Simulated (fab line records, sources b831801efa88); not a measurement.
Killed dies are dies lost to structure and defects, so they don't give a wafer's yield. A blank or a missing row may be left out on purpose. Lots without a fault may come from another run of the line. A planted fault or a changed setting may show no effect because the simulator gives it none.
fab line records | flow sky130
record lots=5 wafers=15 last_day=49
route steps=708 shown GATE_OXIDE@192 POLY_GATE@204 RES_PROTECT@206 PAD_OPEN@708
lots that met no fault: from a run of the same line without faults
start_h: hours from the record's first day to the start of the lot's first wafer shown | wait_h: hours since the lot's step before | " the same as in the row above | L1.1+2: a row that stands for several wafers | - no value, or no start given | * or withheld: withheld | < > ~ a bound
route shown NAME@n: a module of which the file shows steps, and the number in the route of the first | usual: mean/standard deviation of fault-free wafers | same: alike in all rows | chamber/n: place in a boat | sites: the reading at each site | _std_site: their standard deviation | _edge_site: outer sites' mean less inner sites' | radius_mm: how far each site lies from the wafer's centre | mask NAME#n: copy n | behind: the tool/chamber that last shaped the wafer | hold: why the lot was held/for how many hours/how that ended | device: the transistor (n, p or np) that didn't switch | end of line: the same wafers' tests at the end of the route | a step without rows: its recipe alone | killed: dies lost to structure and defects at the first sort, not the wafer's yield | map: a wafer's dies, x killed, . not, _ none there
set.NAME: the setting as run; set.NAME@STEP: as run at that earlier step | model.NAME: the simulator's own value behind a step, which no gauge read
lots at some steps of the route; a table a step, a row a wafer
services: from which hour (start_h, from the record's first day; less than 0 if before it) a tool's chamber was out of use, for how many hours, and why
## steps
# step SKY_GATE_OXIDE_COAT_05
# recipe resist=NOVOLAK spin_rpm=3000 resist_thk_nm=1140
# step SKY_GATE_OXIDE_SOFTBAKE_06
# recipe temp_c=90 time_s=60 resist=NOVOLAK
# step SKY_GATE_OXIDE_EXPOSE_07
# recipe mask_id=LVOM na=0.6 source_shape=conventional sigma_outer=0.6 polarization=unpolarized target_cd_nm=600 dose_mj=170
# step SKY_GATE_OXIDE_PEB_08
# recipe temp_c=withheld time_s=* resist=NOVOLAK
# step SKY_GATE_OXIDE_DEVELOP_09
# recipe resist=NOVOLAK developer=TMAH develop_time_s=60 dev_temp_c=23
# step SKY_GATE_OXIDE_OVL_MEAS_10
# usual GATE_OXIDE_OVL=-1.3/1.3
# columns lot.wafer tool chamber start_h wait_h GATE_OXIDE_OVL[nm]
L486.2 overlay-01 - 315.29 0.1 -3.8
L486.3 " - " " -2.3
L486.6 " - " " -1.5
L487.3 overlay-02 - 321.34 0.1 1.0
L487.4 " - " " 0.0
L487.6 " - " " -0.4
L489.3 overlay-01 - 347.20 0.1 -0.9
L489.4 " - " " 0.7
L489.6 " - " " -0.6
L491.3 overlay-02 - 351.10 0.1 0.9
L491.5 " - " " -0.2
L491.6 " - " " 0.5
L502.1 overlay-01 - 472.63 0.1 -2.6
L502.4 " - " " -0.5
L502.5 " - " " -2.8
# step SKY_GATE_OXIDE_IMPLANT_11
# recipe species=B energy_kev=10 dose_cm2=2.6e+12 tilt_deg=withheld
# step SKY_GATE_OXIDE_WET_ETCH_12
# recipe chemistry=dHF target_depth_nm=16.8 dry=n2_spin target=SiO2 dilution=100:1 temp_c=25 time_s=336
# step SKY_GATE_OXIDE_STRIP_13
# recipe chemistry=O2/N2 power_w=1400 pressure_mtorr=1500 platen_temp_c=withheld o2_flow_sccm=3000 n2_flow_sccm=300 overash_fraction=0.5
# usual drypump_motor_current_A=5.9/0.35 oes_product_au=0.716/0.0046 strip_time_to_endpoint_s=14.19/0.039
# columns lot.wafer tool chamber start_h wait_h drypump_motor_current_A oes_product_au rf_hours_counter_h strip_time_to_endpoint_s
L486.2 plasma_asher-02 1 315.58 0.0 6.1 0.718 61 14.20
L486.3 " 1 " " 6.1 0.717 - 14.26
L486.6 " 1 " " 6.1 0.715 - 14.20
L487.3 plasma_asher-02 1 321.64 0.0 6.1 0.718 - 14.19
L487.4 " 0 " " 5.3 0.716 - 14.23
L487.6 " 0 " " 5.3 0.706 - 14.23
L489.3 plasma_asher-02 0 347.61 0.0 5.3 0.717 - 14.19
L489.4 " 1 " " 6.1 0.714 - 14.19
L489.6 " 1 " " 6.1 0.713 - 14.20
L491.3 plasma_asher-02 0 351.41 0.0 5.3 0.716 - 14.18
L491.5 " 0 " " 5.3 0.710 - 14.21
L491.6 " 1 " " 6.1 0.715 - 14.17
L502.1 plasma_asher-04 1 472.92 0.0 5.9 0.716 36 14.23
L502.4 " 1 " " 5.9 0.713 - 14.20
L502.5 " 1 " " 5.9 0.710 - 14.16
# step SKY_GATE_OXIDE_TW_MEAS_14
# usual GATE_OXIDE_TW=223.1/1.6
# columns lot.wafer tool chamber start_h wait_h GATE_OXIDE_TW
L486.2 film_metro-04 - 315.69 0.1 222.8
L486.3 " - " " 223.2
L486.6 " - " " 223.9
L487.3 film_metro-01 - 321.73 0.1 223.6
L487.4 " - " " 224.2
L487.6 " - " " 222.3
L489.3 film_metro-04 - 347.70 0.1 222.8
L489.4 " - " " 222.8
L489.6 " - " " 223.7
L491.3 film_metro-04 - 351.50 0.1 224.2
L491.5 " - " " 223.3
L491.6 " - " " 224.4
L502.1 film_metro-02 - 473.02 0.1 223.7
L502.4 " - " " 221.3
L502.5 " - " " 222.9
# step SKY_GATE_OXIDE_CLEAN_15
# recipe chemistry=SC1/SC2 mix=1:4:20 temp_c=70 time_s=150 dry=n2_spin
# step SKY_GATE_OXIDE_OXIDATION_16
# recipe temp_c=800 ambient=O2 idle_temp_c=700 ramp_up_c_per_min=10 ramp_down_c_per_min=3 stabilise_s=600 purge_s=300 target_thk_a=35.7 ox_time_s=1915
# step SKY_POLY_GATE_CVD_00
# recipe material=poly-Si target_thk_nm=180 temp_c=620 time_s=720 pressure_mtorr=200
# usual spike_tc_bottom_C=638.1/1 spike_tc_centre_C=620.7/1.2 spike_tc_lower_C=620.2/1 spike_tc_upper_C=620.9/0.95 susceptor_temp_C=620.02/0.27
# same time_s=720
# columns lot.wafer tool chamber start_h wait_h spike_tc_bottom_C spike_tc_centre_C spike_tc_lower_C spike_tc_upper_C susceptor_temp_C model.poly-Si_of_POLY_GATE_CVD_00.thk_nm
L486.2 lpcvd-01 1 318.21 0.0 636.1 620.2 619.4 621.9 620.05 180.9
L486.3 " 1 " " 636.9 619.3 619.8 621.4 620.28 180.8
L486.6 " 1 " " 637.8 621.8 621.2 619.9 619.99 180
L487.3 lpcvd-01 1 325.31 0.0 639.1 619.9 620.4 620.7 619.71 180.3
L487.4 " 1 " " 638.1 619.9 620.3 621.2 619.98 181.9
L487.6 " 1 " " 638.9 621.3 619.1 620.5 620.01 181.9
L489.3 lpcvd-01 0 351.46 0.0 638.9 618.8 620.5 621.1 620.15 176.4
L489.4 " 0 " " 638.1 620.0 619.9 621.2 619.71 175.5
L489.6 " 0 " " 635.9 617.4 620.0 622.4 619.81 173.7
L491.3 lpcvd-01 0 354.50 0.0 637.7 618.1 619.4 620.3 620.38 180.3
L491.5 " 0 " " 636.0 621.0 620.0 621.2 619.83 182.2
L491.6 " 0 " " 637.4 619.4 619.7 621.0 620.52 181.2
L502.1 lpcvd-01 1 475.57 0.0 635.0 616.4 614.6 614.7 615.01 158
L502.4 " 1 " " 633.9 616.3 615.7 616.6 614.85 156.4
L502.5 " 1 " " 632.4 616.1 615.6 615.8 614.61 155.9
# step SKY_POLY_GATE_THK_MEAS_01
# recipe reads=poly-Si_of_POLY_GATE_CVD_00
# usual POLY_GATE_CVD_00_THK=180.0/1.7
# columns lot.wafer tool chamber start_h wait_h POLY_GATE_CVD_00_THK[nm]
L486.2 film_metro-03 - 319.42 0.0 181.0
L486.3 " - " " 180.8
L486.6 " - " " 180.0
L487.3 film_metro-03 - 326.53 0.0 180.4
L487.4 " - " " 181.9
L487.6 " - " " 181.7
L489.3 film_metro-02 - 352.68 0.0 176.3
L489.4 " - " " 175.6
L489.6 " - " " 173.8
L491.3 film_metro-02 - 355.72 0.0 180.3
L491.5 " - " " 182.3
L491.6 " - " " 181.2
L502.1 film_metro-04 - 476.77 0.0 158.1
L502.4 " - " " 156.4
L502.5 " - " " 155.9
# step SKY_RES_PROTECT_DEHYDRATE_00
# recipe temp_c=200 time_s=60
# step SKY_RES_PROTECT_HMDS_01
# recipe prime_time_s=60 prime_temp_c=120
# step SKY_RES_PROTECT_COAT_02
# recipe resist=NOVOLAK spin_rpm=3000 resist_thk_nm=1140
# step SKY_RES_PROTECT_SOFTBAKE_03
# recipe temp_c=90 time_s=60 resist=NOVOLAK
# step SKY_RES_PROTECT_EXPOSE_04
# recipe mask_id=RPM na=0.6 source_shape=conventional sigma_outer=0.6 polarization=unpolarized target_cd_nm=1270 dose_mj=131
# step SKY_RES_PROTECT_PEB_05
# recipe temp_c=withheld time_s=* resist=NOVOLAK
# step SKY_RES_PROTECT_DEVELOP_06
# recipe resist=NOVOLAK developer=TMAH develop_time_s=60 dev_temp_c=23
# step SKY_POLY_GATE_IMPLANT_02
# recipe species=P energy_kev=30 dose_cm2=7.7e+15 tilt_deg=0
# step SKY_RES_PROTECT_STRIP_07
# recipe chemistry=O2/N2 power_w=1400 pressure_mtorr=1500 platen_temp_c=withheld o2_flow_sccm=3000 n2_flow_sccm=300 overash_fraction=0.5
# usual drypump_motor_current_A=5.7/0.48 oes_product_au=0.518/0.0048 strip_time_to_endpoint_s=23.31/0.044
# columns lot.wafer tool chamber start_h wait_h drypump_motor_current_A oes_product_au rf_hours_counter_h strip_time_to_endpoint_s
L486.2 plasma_asher-01 1 346.14 0.1 5.7 0.516 53 23.29
L486.3 " 1 " " 5.7 0.524 - 23.25
L486.6 " 0 " " 5.1 0.516 - 23.29
L487.3 plasma_asher-02 1 353.47 0.1 6.1 0.522 - 23.23
L487.4 " 0 " " 5.3 0.522 - 23.30
L487.6 " 1 " " 6.1 0.514 - 23.26
L489.3 plasma_asher-01 1 380.82 0.1 5.7 0.509 - 23.30
L489.4 " 0 " " 5.1 0.511 - 23.30
L489.6 " 0 " " 5.1 0.513 - 23.29
L491.3 plasma_asher-01 0 383.22 0.1 5.1 0.511 - 23.38
L491.5 " 1 " " 5.7 0.515 - 23.36
L491.6 " 0 " " 5.1 0.521 - 23.40
L502.1 plasma_asher-03 1 507.74 0.1 5.8 0.519 79 23.25
L502.4 " 0 " " 6.5 0.522 - 23.28
L502.5 " 0 " " 6.5 0.514 - 23.27
# step SKY_RES_PROTECT_TW_MEAS_08
# usual POLY_GATE_TW=4023/34
# columns lot.wafer tool chamber start_h wait_h POLY_GATE_TW
L486.2 film_metro-02 - 346.25 0.1 4058
L486.3 " - " " 4041
L486.6 " - " " 4022
L487.3 film_metro-02 - 353.62 0.1 4014
L487.4 " - " " 4026
L487.6 " - " " 4022
L489.3 film_metro-02 - 380.91 0.1 4066
L489.4 " - " " 4048
L489.6 " - " " 4067
L491.3 film_metro-02 - 383.31 0.1 4053
L491.5 " - " " 4033
L491.6 " - " " 4038
L502.1 film_metro-02 - 507.84 0.1 3973
L502.4 " - " " 3972
L502.5 " - " " 3983
# step SKY_RES_PROTECT_CLEAN_09
# recipe chemistry=SC1/SC2 mix=1:4:20 temp_c=70 time_s=150 dry=n2_spin
# same time_s=150
# columns lot.wafer tool chamber start_h wait_h model.poly-Si_of_POLY_GATE_CVD_00.thk_nm
L486.2 wet_bench-03 1 346.34 0.1 180.2
L486.3 " 1 " " 180.1
L486.6 " 1 " " 179.4
L487.3 wet_bench-04 1 353.66 0.0 179.7
L487.4 " 1 " " 181.2
L487.6 " 1 " " 181.3
L489.3 wet_bench-03 1 380.95 0.0 175.8
L489.4 " 1 " " 174.9
L489.6 " 1 " " 173.1
L491.3 wet_bench-03 1 383.35 0.0 179.7
L491.5 " 1 " " 181.6
L491.6 " 1 " " 180.5
L502.1 wet_bench-03 2 507.90 0.1 157.4
L502.4 " 2 " " 155.8
L502.5 " 2 " " 155.3
# step SKY_POLY_GATE_CVD_03
# recipe material=Si3N4 precursor=DCS/NH3 target_thk_nm=75 temp_c=770 time_s=1290 pressure_mtorr=250
# step SKY_POLY_GATE_THK_MEAS_04
# recipe reads=Si3N4_of_POLY_GATE_CVD_03
# usual POLY_GATE_CVD_03_THK=75.1/0.69
# columns lot.wafer tool chamber start_h wait_h POLY_GATE_CVD_03_THK[nm]
L486.2 film_metro-03 - 349.52 0.0 75.4
L486.3 " - " " 75.5
L486.6 " - " " 76.3
L487.3 film_metro-04 - 356.40 0.0 75.2
L487.4 " - " " 75.1
L487.6 " - " " 75.3
L489.3 film_metro-03 - 382.38 0.0 75.3
L489.4 " - " " 75.7
L489.6 " - " " 75.2
L491.3 film_metro-03 - 387.63 0.0 74.9
L491.5 " - " " 74.8
L491.6 " - " " 75.1
L502.1 film_metro-04 - 509.31 0.0 75.1
L502.4 " - " " 74.0
L502.5 " - " " 74.3
# step SKY_POLY_GATE_DEHYDRATE_05
# recipe temp_c=200 time_s=60
# step SKY_POLY_GATE_HMDS_06
# recipe prime_time_s=60 prime_temp_c=120
# step SKY_POLY_GATE_COAT_07
# recipe resist=BARC temp_c=withheld time_s=withheld spin_rpm=3000 resist_thk_nm=110
# step SKY_POLY_GATE_COAT_08
# recipe resist=KrF-thick spin_rpm=3000 resist_thk_nm=450
# step SKY_POLY_GATE_SOFTBAKE_09
# recipe temp_c=100 time_s=90 resist=KrF-thick
# step SKY_POLY_GATE_EXPOSE_10
# recipe mask_id=P1M na=0.68 source_shape=conventional sigma_outer=0.6 target_cd_nm=150 dose_mj=28
# step SKY_POLY_GATE_PEB_11
# recipe peb_temp_c=withheld peb_time_s=withheld resist=KrF-thick
# step SKY_POLY_GATE_DEVELOP_12
# recipe develop_time_s=60 resist=KrF-thick dev_temp_c=21
# step SKY_POLY_GATE_CD_MEAS_13
# recipe target_cd_nm=150
# usual cd_nm=150.0/1.4
# columns lot.wafer tool chamber start_h wait_h cd_nm
L486.2 cd_sem-01 - 376.59 - 149.4
L486.3 " - " " 150.7
L486.6 " - " " 149.4
L487.3 cd_sem-01 - 384.99 - 151.2
L487.4 " - " " 150.6
L487.6 " - " " 151.2
L489.3 cd_sem-02 - 412.17 - 148.4
L489.4 " - " " 148.6
L489.6 " - " " 148.6
L491.3 cd_sem-01 - 417.29 - 150.5
L491.5 " - " " 149.3
L491.6 " - " " 149.5
L502.1 cd_sem-02 - 539.93 - 149.1
L502.4 " - " " 147.4
L502.5 " - " " 149.3
# step SKY_POLY_GATE_OVL_MEAS_14
# usual POLY_GATE_OVL=-4/5.2
# columns lot.wafer tool chamber start_h wait_h POLY_GATE_OVL[nm]
L486.2 overlay-01 - 376.70 0.1 -1
L486.3 " - " " -4
L486.6 " - " " 1
L487.3 overlay-01 - 385.09 0.1 -11
L487.4 " - " " -9
L487.6 " - " " -11
L489.3 overlay-02 - 412.26 0.1 -8
L489.4 " - " " -3
L489.6 " - " " -7
L491.3 overlay-02 - 417.39 0.1 8
L491.5 " - " " 6
L491.6 " - " " -3
L502.1 overlay-02 - 540.05 0.1 -12
L502.4 " - " " -14
L502.5 " - " " -13
# step SKY_POLY_GATE_ETCH_15
# recipe chemistry=N2/H2 target=BARC ion_energy_ev=200 source_w=500 bias_w=100 pressure_mtorr=30 n2_flow_sccm=100 h2_flow_sccm=200 stop_on=SiO2 time_s=118.5 target_depth_a=1100
# usual drypump_motor_current_A=5.5/0.36 oes_product_au=0.716/0.0047 throttle_valve_pct=13.211/0.0097
# same time_s=118.5
# columns lot.wafer tool chamber start_h wait_h drypump_motor_current_A oes_product_au rf_hours_counter_h throttle_valve_pct
L486.2 rie_diel-04 0 376.73 0.0 5.9 0.716 80 13.217
L486.3 " 2 " " 5.1 0.719 1 13.202
L486.6 " 3 " " 5.3 0.715 - 13.220
L487.3 rie_diel-03 2 385.11 0.0 5.5 0.724 111 13.202
L487.4 " 1 " " 5.4 0.716 4 13.201
L487.6 " 3 " " 5.5 0.716 - 13.205
L489.3 rie_diel-04 3 412.29 0.0 5.3 0.717 26 13.233
L489.4 " 2 " " 5.1 0.723 2 13.206
L489.6 " 2 " " 5.1 0.714 - 13.229
L491.3 rie_diel-03 0 417.41 0.0 5.7 0.715 2 13.212
L491.5 " 0 " " 5.8 0.717 - 13.220
L491.6 " 3 " " 5.6 0.716 - 13.214
L502.1 rie_diel-02 0 540.08 0.0 5.2 0.716 54 13.223
L502.4 " 1 " " 5.1 0.723 14 13.208
L502.5 " 0 " " 5.2 0.722 - 13.211
# step SKY_POLY_GATE_ETCH_16
# recipe stop_on=poly-Si chemistry=CH3F/O2 target=Si3N4 source_w=400 bias_w=80 pressure_mtorr=25 ch3f_flow_sccm=40 O2_flow_sccm=30 time_s=147.5 target_depth_a=750
# usual drypump_motor_current_A=5.5/0.36 oes_product_au=0.641/0.0055 throttle_valve_pct=10.536/0.0093
# same time_s=147.5
# columns lot.wafer tool chamber start_h wait_h drypump_motor_current_A oes_product_au rf_hours_counter_h throttle_valve_pct
L486.2 rie_diel-04 0 376.81 0.0 5.9 0.633 80 10.528
L486.3 " 2 " " 5.1 0.637 1 10.542
L486.6 " 3 " " 5.4 0.651 - 10.529
L487.3 rie_diel-03 2 385.19 0.0 5.5 0.640 112 10.551
L487.4 " 1 " " 5.4 0.644 4 10.518
L487.6 " 3 " " 5.6 0.641 - 10.540
L489.3 rie_diel-04 3 412.37 0.0 5.3 0.641 26 10.524
L489.4 " 2 " " 5.0 0.655 2 10.510
L489.6 " 2 " " 5.1 0.639 - 10.551
L491.3 rie_diel-03 0 417.49 0.0 5.7 0.642 2 10.527
L491.5 " 0 " " 5.7 0.643 - 10.529
L491.6 " 3 " " 5.6 0.626 - 10.533
L502.1 rie_diel-02 0 540.17 0.0 5.2 0.641 54 10.537
L502.4 " 1 " " 5.1 0.637 14 10.540
L502.5 " 0 " " 5.2 0.640 - 10.536
# step SKY_POLY_GATE_ETCH_17
# recipe target_depth_nm=180 stop_on=SiO2 over_etch_frac=0.56667 chemistry=HBr/Cl2 target=poly-Si icp_w=400 bias_w=100 pressure_mtorr=10 HBr_flow_sccm=150 Cl2_flow_sccm=50 time_s=70.5
# usual drypump_motor_current_A=5.6/0.41 oes_product_au=0.987/0.0065 throttle_valve_pct=33.685/0.0081
# same time_s=70.5
# columns lot.wafer tool chamber start_h wait_h drypump_motor_current_A oes_product_au rf_hours_counter_h throttle_valve_pct model.POLY_GATE.feature_depth_nm model.etch.depth_nm
L486.2 rie_si-02 0 376.91 0.0 5.0 0.982 3 33.688 179.3 179.3
L486.3 " 1 " " 5.2 0.983 82 33.686 177.5 177.5
L486.6 " 1 " " 5.2 0.983 - 33.673 176.1 176.1
L487.3 rie_si-01 3 385.29 0.0 5.9 0.995 38 33.683 179.7 179.7
L487.4 " 2 " " 5.5 0.996 - 33.680 179.4 179.4
L487.6 " 1 " " 6.1 0.991 - 33.681 180.9 180.9
L489.3 rie_si-02 1 412.47 0.0 5.1 0.971 0 33.670 175.8 175.8
L489.4 " 3 " " 6.0 0.965 1 33.700 174.9 174.9
L489.6 " 1 " " 5.2 0.975 - 33.687 173.1 173.1
L491.3 rie_si-01 1 417.59 0.0 6.2 0.982 5 33.691 177.4 177.4
L491.5 " 2 " " 5.5 0.996 - 33.679 176.2 176.2
L491.6 " 1 " " 6.1 0.989 - 33.688 179.1 179.1
L502.1 rie_si-01 3 540.27 0.0 5.9 0.899 39 33.691 157.4 157.4
L502.4 " 2 " " 5.6 0.898 43 33.682 155.8 155.8
L502.5 " 1 " " 6.1 0.902 - 33.686 155.3 155.3
# step SKY_POLY_GATE_STRIP_18
# recipe chemistry=O2/N2 power_w=1400 pressure_mtorr=1500 platen_temp_c=withheld o2_flow_sccm=3000 n2_flow_sccm=300 overash_fraction=0.5
# usual drypump_motor_current_A=5.6/0.35 oes_product_au=0.360/0.0052 strip_time_to_endpoint_s=3.160/0.024
# columns lot.wafer tool chamber start_h wait_h drypump_motor_current_A oes_product_au rf_hours_counter_h strip_time_to_endpoint_s
L486.2 plasma_asher-01 0 376.97 0.0 5.1 0.362 57 3.135
L486.3 " 1 " " 5.7 0.361 - 3.118
L486.6 " 0 " " 5.1 0.360 - 3.165
L487.3 plasma_asher-02 1 385.38 0.1 6.1 0.356 - 3.134
L487.4 " 0 " " 5.3 0.359 - 3.171
L487.6 " 1 " " 6.1 0.359 - 3.154
L489.3 plasma_asher-02 1 412.56 0.1 6.1 0.364 - 3.186
L489.4 " 0 " " 5.3 0.361 - 3.126
L489.6 " 1 " " 6.1 0.363 - 3.121
L491.3 plasma_asher-02 0 417.68 0.1 5.3 0.361 - 3.195
L491.5 " 1 " " 6.1 0.360 - 3.176
L491.6 " 0 " " 5.3 0.363 - 3.179
L502.1 plasma_asher-04 1 540.32 0.0 5.9 0.356 42 3.150
L502.4 " 0 " " 5.7 0.363 - 3.195
L502.5 " 0 " " 5.7 0.357 - 3.143
# step SKY_PAD_OPEN_PROBE_99
# usual killed_at_M0_to_M3=42/6.4 killed_at_M4_up=3.0/2 killed_at_contacts=24/5.2 killed_at_front_end=14/4.2 killed_at_other=0.4/0.72 killed_dies=84/9 killed_open=46/6.6 killed_short=38/6
# same gross_dies=492 killed_at_back_side=0
# columns lot.wafer tool chamber start_h wait_h killed_at_M0_to_M3 killed_at_M4_up killed_at_contacts killed_at_front_end killed_at_other killed_dies killed_open killed_short model.etest.res_high_po.line_ohm_um model.etest.res_poly.line_ohm_um model.etest.res_high_po.rs_ohm_sq model.etest.res_poly.rs_ohm_sq model.etest.cap_li_to_poly.c_af_um2
L486.2 prober-02 - 1081.20 0.1 45 3 36 12 0 96 55 41 757.1 519.3 263.4 48.67 99.13
L486.3 prober-02 - 1081.25 0.2 46 3 35 13 0 97 55 42 744.6 515 259.8 48.33 99.83
L486.6 prober-02 - 1081.40 0.2 43 5 29 17 0 94 54 40 733.1 510.6 260 48.39 101.9
L487.3 prober-01 - 1089.98 0.2 46 10 25 17 0 98 55 43 752.5 490.5 256.9 47.91 100.5
L487.4 prober-01 - 1090.03 0.2 41 6 21 20 0 88 44 44 711.4 490.1 248.6 46.8 101.3
L487.6 prober-01 - 1090.13 0.2 48 4 23 16 1 92 47 45 733.2 496.7 257.5 47.82 99.61
L489.3 prober-01 - 1106.41 0.2 35 1 25 20 0 81 47 34 789.4 541.7 274.2 50.45 94.9
L489.4 prober-01 - 1106.46 0.2 43 5 20 13 1 82 40 41 780 548.7 267.1 49.94 98.54
L489.6 prober-01 - 1106.56 0.2 39 2 23 12 0 76 40 36 780.6 545.5 269.3 50.64 95.98
L491.3 prober-01 - 1109.32 0.2 49 1 27 17 0 94 62 32 747.8 509.6 262.9 48.63 98.12
L491.5 prober-01 - 1109.42 0.2 34 1 26 8 0 69 36 33 756.9 505.8 266 48.41 98.58
L491.6 prober-01 - 1109.47 0.2 43 0 27 16 0 86 49 36 765.7 523 270 49.46 98.62
L502.1 prober-02 - 1183.58 0.1 27 3 20 10 0 60 31 29 836.4 577.4 292.2 54.14 90.46
L502.4 prober-02 - 1183.73 0.2 47 0 30 9 0 86 46 40 849.9 590.8 298.4 54.9 93.85
L502.5 prober-02 - 1183.78 0.2 49 0 29 10 1 89 46 42 851.3 590.2 295.6 54.92 91.36
# killed by level:class
L486.2 CONTACT:geometric_particle:open=16 VIA1:geometric_particle:open=9 LI_CONTACT:geometric_particle:open=7 VIA3:geometric_particle:open=6 METAL1:geometric_particle:short=5 VIA1:geometric_particle:short=5 FIELD_ISO:geometric_particle:open=4 LI_CONTACT:geometric_particle:short=4
L486.3 CONTACT:geometric_particle:open=12 VIA1:geometric_particle:open=9 CONTACT:geometric_particle:short=7 METAL2:geometric_particle:short=7 METAL2:geometric_particle:open=7 POLY_GATE:geometric_particle:short=6 LI_CONTACT:geometric_particle:open=6 METAL1:geometric_particle:short=6
L486.6 CONTACT:geometric_particle:open=13 VIA1:geometric_particle:open=10 LOCAL_INTERCONNECT:geometric_particle:short=9 VIA3:geometric_particle:open=8 METAL1:geometric_particle:short=6 FIELD_ISO:geometric_particle:short=5 FIELD_ISO:geometric_particle:open=4 METAL3:geometric_particle:short=4
L487.3 VIA1:geometric_particle:open=14 CONTACT:geometric_particle:open=8 VIA3:geometric_particle:open=7 VIA2:geometric_particle:open=7 METAL4:geometric_particle:short=7 LI_CONTACT:geometric_particle:open=6 FIELD_ISO:geometric_particle:short=5 CONTACT:geometric_particle:short=4
L487.4 VIA1:geometric_particle:open=10 CONTACT:geometric_particle:open=8 POLY_GATE:geometric_particle:short=7 CONTACT:geometric_particle:short=7 VIA1:geometric_particle:short=6 METAL2:geometric_particle:short=6 VIA3:geometric_particle:open=5 VIA2:geometric_particle:open=5
L487.6 METAL2:geometric_particle:short=10 VIA1:geometric_particle:open=9 CONTACT:geometric_particle:open=7 VIA3:geometric_particle:open=7 LI_CONTACT:geometric_particle:open=6 CONTACT:geometric_particle:short=6 POLY_GATE:geometric_particle:short=5 VIA1:geometric_particle:short=5
L489.3 CONTACT:geometric_particle:open=10 VIA1:geometric_particle:open=10 VIA1:geometric_particle:short=8 POLY_GATE:geometric_particle:open=6 LI_CONTACT:geometric_particle:open=6 LOCAL_INTERCONNECT:geometric_particle:short=6 FIELD_ISO:geometric_particle:open=5 FIELD_ISO:geometric_particle:short=5
L489.4 CONTACT:geometric_particle:open=8 VIA3:geometric_particle:open=7 METAL2:geometric_particle:short=6 VIA1:geometric_particle:short=6 VIA2:geometric_particle:open=6 VIA1:geometric_particle:open=5 POLY_GATE:geometric_particle:open=4 LI_CONTACT:geometric_particle:open=4
L489.6 LI_CONTACT:geometric_particle:open=10 VIA2:geometric_particle:open=7 CONTACT:geometric_particle:short=6 VIA3:geometric_particle:open=6 CONTACT:geometric_particle:open=5 VIA3:geometric_particle:short=5 METAL3:geometric_particle:short=4 METAL1:geometric_particle:short=4
L491.3 VIA1:geometric_particle:open=15 VIA3:geometric_particle:open=11 CONTACT:geometric_particle:open=10 METAL1:geometric_particle:short=8 LI_CONTACT:geometric_particle:open=6 VIA2:geometric_particle:open=6 SPACER:geometric_particle:open=5 LOCAL_INTERCONNECT:geometric_particle:short=5
L491.5 VIA1:geometric_particle:open=10 METAL1:geometric_particle:short=6 LI_CONTACT:geometric_particle:short=5 LOCAL_INTERCONNECT:geometric_particle:short=5 CONTACT:geometric_particle:short=5 CONTACT:geometric_particle:open=5 FIELD_ISO:geometric_particle:open=4 LOCAL_INTERCONNECT:geometric_particle:open=4
L491.6 LOCAL_INTERCONNECT:geometric_particle:short=10 VIA1:geometric_particle:open=9 CONTACT:geometric_particle:open=8 VIA2:geometric_particle:open=7 VIA3:geometric_particle:open=6 LI_CONTACT:geometric_particle:open=6 METAL2:geometric_particle:short=6 FIELD_ISO:geometric_particle:short=4
L502.1 VIA1:geometric_particle:open=6 METAL1:geometric_particle:short=6 LI_CONTACT:geometric_particle:open=5 CONTACT:geometric_particle:open=5 METAL2:geometric_particle:short=5 CONTACT:geometric_particle:short=4 FIELD_ISO:geometric_particle:short=3 POLY_GATE:geometric_particle:open=3
L502.4 VIA1:geometric_particle:open=13 VIA2:geometric_particle:open=8 LOCAL_INTERCONNECT:geometric_particle:short=7 VIA3:geometric_particle:open=7 CONTACT:geometric_particle:short=6 CONTACT:geometric_particle:open=6 METAL2:geometric_particle:short=6 LI_CONTACT:geometric_particle:short=5
L502.5 VIA1:geometric_particle:open=8 CONTACT:geometric_particle:open=8 METAL1:geometric_particle:short=8 VIA1:geometric_particle:short=8 VIA3:geometric_particle:open=8 LI_CONTACT:geometric_particle:open=7 METAL2:geometric_particle:short=5 FIELD_ISO:geometric_particle:short=4
## services
# columns tool chamber start_h hours kind
rie_diel-04 1 307.86 6.2 repair
plasma_asher-04 - 320.83 0.8 repair
rie_si-01 - 329.89 0.9 repair
plasma_asher-03 - 332.09 1.1 repair
rie_si-01 2 338.63 4.0 repair
wet_bench-04 - 344.01 4.4 pm
rie_diel-02 - 386.98 0.6 repair
plasma_asher-02 - 388.98 14.6 pm
rie_si-02 3 393.40 7.5 repair
lpcvd-01 - 394.09 2.8 pm
rie_si-01 2 399.56 4.2 repair
plasma_asher-04 - 401.68 2.8 pm
rie_diel-02 1 407.03 5.7 repair
plasma_asher-02 - 421.25 9.0 pm
rie_diel-04 - 448.88 1.4 repair
rie_si-02 0 467.79 14.8 repair
rie_diel-03 1 468.39 11.6 repair
rie_diel-03 2 469.09 2.1 repair
rie_si-02 3 490.32 6.1 repair
rie_si-02 1 490.84 6.6 repair
rie_diel-04 3 495.62 2.1 repair
rie_diel-03 3 497.83 31.4 repair
rie_diel-04 2 512.13 12.0 repair
rie_diel-04 - 512.59 2.8 pm
## key
first_sign step=SKY_POLY_GATE_CVD_00 reading=susceptor_temp_C direction=down sigmas=20 usual=* struck=*
effect step=SKY_POLY_GATE_CVD_00 reading=spike_tc_upper_C direction=down sigmas=5.4 usual=620.9 struck=615.7
effect step=SKY_POLY_GATE_THK_MEAS_01 reading=POLY_GATE_CVD_00_THK direction=down sigmas=14 usual=180.0 struck=156.8
effect step=SKY_POLY_GATE_ETCH_17 reading=oes_product_au direction=down sigmas=13 usual=0.987 struck=0.900
model_effect step=SKY_POLY_GATE_CVD_00 value=poly-Si_of_POLY_GATE_CVD_00.thk_nm without=177.2 struck=156.8
model_effect step=SKY_RES_PROTECT_CLEAN_09 value=poly-Si_of_POLY_GATE_CVD_00.thk_nm without=176.6 struck=156.2
model_effect step=SKY_POLY_GATE_ETCH_17 value=POLY_GATE.feature_depth_nm without=176.6 struck=156.2
model_effect step=SKY_PAD_OPEN_PROBE_99 value=etest.res_high_po.line_ohm_um without=757.4 struck=845.9
met_at SKY_POLY_GATE_CVD_00
struck_wafers L502.1,L502.4,L502.5
tester_left_out L502
onset_between 325.31 475.57
fault kind=process_parameter_drift tool=lpcvd-01 chamber=1 onset_h=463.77 steps=SKY_POLY_GATE_CVD_00 channel=temp_c offset=* shape=step end_h=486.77 stated=*
# tester_left_out: of these lots the tester's yield and bins aren't shown, on N5 and GAA mostly nor the transistor test; their killed dies are dies lost to structure and defects alone, not to doping, threshold or leakage, so they don't give the yield
